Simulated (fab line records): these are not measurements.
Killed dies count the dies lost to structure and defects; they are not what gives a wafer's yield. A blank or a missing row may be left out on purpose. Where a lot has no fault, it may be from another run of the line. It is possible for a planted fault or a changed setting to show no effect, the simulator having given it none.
The tool behind it: which one?    flow sky130    36 wafers from 12 lots sampled at 3 of the route's 708 steps

== WHAT THE GAUGES SHOWED, per wafer ==
SKY_VIA2_THK_MEAS_23: measures by xrf.
lot   measured      on             VIA2_W_THK (nm)
L075  day 37 02:44  film_metro-04  461 456 440
L077  day 37 21:42  film_metro-01  450 467 469
L080  day 38 17:49  film_metro-04  436 430 436
L081  day 38 20:37  film_metro-01  436 437 436
L083  day 39 18:11  film_metro-04  432 431 433
L084  day 40 04:59  film_metro-02  441 446 445
L087  day 40 18:55  film_metro-01  442 446 447
L089  day 41 08:40  film_metro-04  438 438 438
L092  day 42 05:04  film_metro-01  444 436 443
L093  day 42 11:34  film_metro-02  445 439 440
L096  day 43 02:34  film_metro-04  452 465 450
L097  day 43 20:55  film_metro-02  440 448 452

== TOOL THAT RAN EACH LOT (tool first, then ch and the chambers of the sampled wafers, then the start) ==
lot   SKY_METAL2_SPUTTER_02         SKY_VIA2_ETCH_15
L075  pvd_sputter-02, day 34 18:37  rie_diel-01 ch 2,3, day 37 01:46
L077  pvd_sputter-02, day 35 13:58  rie_diel-04 ch 1,2, day 37 20:41
L080  pvd_sputter-02, day 36 10:22  rie_diel-02 ch 0,2,3, day 38 16:52
L081  pvd_sputter-03, day 36 13:08  rie_diel-02 ch 0,1,2, day 38 19:37
L083  pvd_sputter-04, day 37 12:08  rie_diel-02 ch 2,3, day 39 17:13
L084  pvd_sputter-02, day 37 23:28  rie_diel-02 ch 0,1,3, day 40 04:00
L087  pvd_sputter-03, day 38 13:14  rie_diel-01 ch 2,3, day 40 17:53
L089  pvd_sputter-04, day 39 04:17  rie_diel-01 ch 2,3, day 41 07:42
L092  pvd_sputter-03, day 40 02:38  rie_diel-04 ch 0,2,3, day 42 04:04
L093  pvd_sputter-02, day 40 07:31  rie_diel-01 ch 0,1,3, day 42 10:37
L096  pvd_sputter-02, day 40 23:52  rie_diel-02 ch 0,1,2, day 43 01:34
L097  pvd_sputter-03, day 41 18:51  rie_diel-02 ch 0,3, day 43 19:56
- SKY_METAL2_SPUTTER_02: material AlCu, target thk 250 nm, time 13.3 s.
- SKY_VIA2_ETCH_15: etches SiO2 in C4F8/O2/Ar, stops on TiN, target depth 546 nm, time 84 s.

== THE ANSWER, worked out from the rows above alone ==
Rule: the lots themselves supply what counts as usual. Put in order of their means at a reading, lots are off if they are a third of the lots or fewer, leave a main group of 4 or more, and stand apart from it by a gap of 3 or more times the standard deviation of the main group's means; of several such gaps the widest counts. The tables above print the reading to a certain number of digits; a main group whose means all agree to those digits is not used. A lot without any number at a reading at which 4 lots or more have one is off too. The other lots that the step has rows for count as sound.
None of the lots is off at any reading shown; this tells nothing.

== WHAT THE SIMULATOR PUT IN ==
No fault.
